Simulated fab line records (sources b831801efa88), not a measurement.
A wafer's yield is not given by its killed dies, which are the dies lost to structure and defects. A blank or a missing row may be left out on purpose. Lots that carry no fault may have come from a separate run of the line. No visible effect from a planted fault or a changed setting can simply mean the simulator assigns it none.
Chamber matching -- flow sky130 -- SKY_FIELD_ISO_CMP_27 on cmp-02 has 4 sister chambers
The step polishes, stops on Si3N4, t overpolish 16 s, target thk 457.8 nm. 8 wafers are shown with their chamber, then 7 later ones without.

== WAFERS, EACH WITH ITS CHAMBER ==
wafer,chamber,motor-current-A (A),overpolish-run-s (s)
L502.4,0,11.1,15.985
L503.2,1,11.8,15.993
L503.3,2,9.7,16.005
L512.2,3,10.8,16.006
L512.3,1,11.3,16.004
L512.5,0,11.3,15.995
L516.1,2,10.6,15.997
L516.2,3,10.9,16.001

== WAFERS WITH NO CHAMBER GIVEN ==
wafer,motor-current-A (A),overpolish-run-s (s)
L516.4,11.4,16.005
L517.1,11.8,15.988
L517.2,11.1,15.986
L517.3,11.1,15.999
L518.2,11.2,16.010
L518.3,9.8,15.991
L518.4,10.5,16.007

== WHICH CHAMBER EACH ONE RAN IN ==
wafer,from the rows above,in truth
L516.4,can't be placed: 1 or 3 or 0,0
L517.1,can't be placed: 0 or 1 or 3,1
L517.2,can't be placed: 0 or 1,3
L517.3,can't be placed: 3 or 1 or 0 or 2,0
L518.2,can't be placed: 3 or 1 or 2 or 0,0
L518.3,can't be placed: 2 or 3 or 0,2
L518.4,can't be placed: 3 or 2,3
Placed correctly: 0 of 7. These rows do not allow placing 7 (true chamber among the candidates in 6). Placed wrongly: 0.
How it was worked out, from the rows above alone: a wafer's distance from a chamber is the root of the sum, over the readings, of the square of ((its reading less the chamber's mean) divided by the reading's scatter). If the next closest chamber is less than 2 further off than the closest, the wafer can't be placed; otherwise it belongs to the closest. The mean given for a chamber averages the wafers shown for that chamber. The scatter: the root of (the sum of the squares of (reading less its chamber's mean) over the shown wafers, divided by (wafers less chambers)).
